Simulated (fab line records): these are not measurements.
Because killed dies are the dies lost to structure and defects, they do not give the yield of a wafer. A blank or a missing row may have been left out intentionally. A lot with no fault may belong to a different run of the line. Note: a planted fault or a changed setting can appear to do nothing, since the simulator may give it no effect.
The same fault as seen by 2 desks -- flow gf180mcu -- only its own numbers are on each desk; what lay behind them is given at the end

THE TOOL OWNER'S DESK: rie metal-03
The tool's own readings at GF_M2_METAL_ETCH_16 (etches the open film in Cl2/BCl3, stops on SiO2, target depth 750.8 nm, time 125.1 s): means of the sampled wafers that have a number, for each lot that ran on this tool. If a lot's mean is further than 4 standard deviations from the usual mean, the lot is out of limits and carries the mark OUT (the distance appears in the brackets).
Columns: A = bcl3 flow sccm at GF_M2_METAL_ETCH_16, usual 39.99 sccm; B = bias w at GF_M2_METAL_ETCH_16, usual 140.0 W; C = drypump motor current A at GF_M2_METAL_ETCH_16, usual 5.97 A; D = he backside leak sccm at GF_M2_METAL_ETCH_16, usual 3.38 sccm; E = oes product au at GF_M2_METAL_ETCH_16, usual 0.991 a.u.; F = throttle valve pct at GF_M2_METAL_ETCH_16, usual 28.229 %
lot,first seen here,A,B,C,D,E,F
L282,day 20 01:05,39.96,139.5,5.84,3.55,0.991,28.231
L283,day 20 16:21,40.13,139.9,6.01,3.44,0.986,28.231
L290,day 22 20:20,40.00,140.5,5.93,3.65,0.992,28.221
L295,day 24 11:17,39.99,139.8,5.82,3.50,0.986,28.238
L297,day 25 04:14,39.90,137.4 (-6.4) OUT,5.83,3.18,0.983,28.238
This desk finds L297 out of limits, L297 being first, at day 25 04:14 (bias w at GF_M2_METAL_ETCH_16). L282, L283, L290, L295 stayed within limits.

THE METROLOGY DESK
Means of the sampled wafers that have a number, per lot and without regard to the tool the lot ran on: this is what the gauges read. If a lot's mean is further than 4 standard deviations from the usual mean, the lot is out of limits and carries the mark OUT (the distance appears in the brackets).
Columns: A = cd nm at GF_V2_CD_MEAS_14, usual 260.1 nm
lot,first seen here,A
L281,day 20 22:12,260.2
L282,day 21 02:26,258.7
L283,day 21 17:38,260.4
L284,day 22 00:05,259.7
L287,day 22 19:04,260.3
L289,day 23 12:14,261.5
L290,day 23 20:25,258.8
L291,day 24 06:54,259.6
L295,day 25 10:18,259.9
L297,day 26 01:58,259.0
L298,day 26 13:54,259.1
L303,day 28 03:18,261.5
This desk's finding: nothing out of limits on any of the 12 lots.

BROUGHT TOGETHER
An alarm could have come from the tool owner's desk at day 25 04:14, on L297.
At the metrology desk, nothing out of limits was observed.
The metrology desk has L297 on record, within its limits.
Every lot named ran GF_M2_METAL_ETCH_16 on rie metal-03.

WHAT THE SIMULATOR HAD PUT IN
rie metal-03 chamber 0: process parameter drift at GF_M2_METAL_ETCH_16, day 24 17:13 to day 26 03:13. From 140, the setting bias w moved by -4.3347. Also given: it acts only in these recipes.
Struck lots among those shown: L297.
Delay in hours, fault start to first out-of-limits reading, by desk: the tool owner's desk at 11.
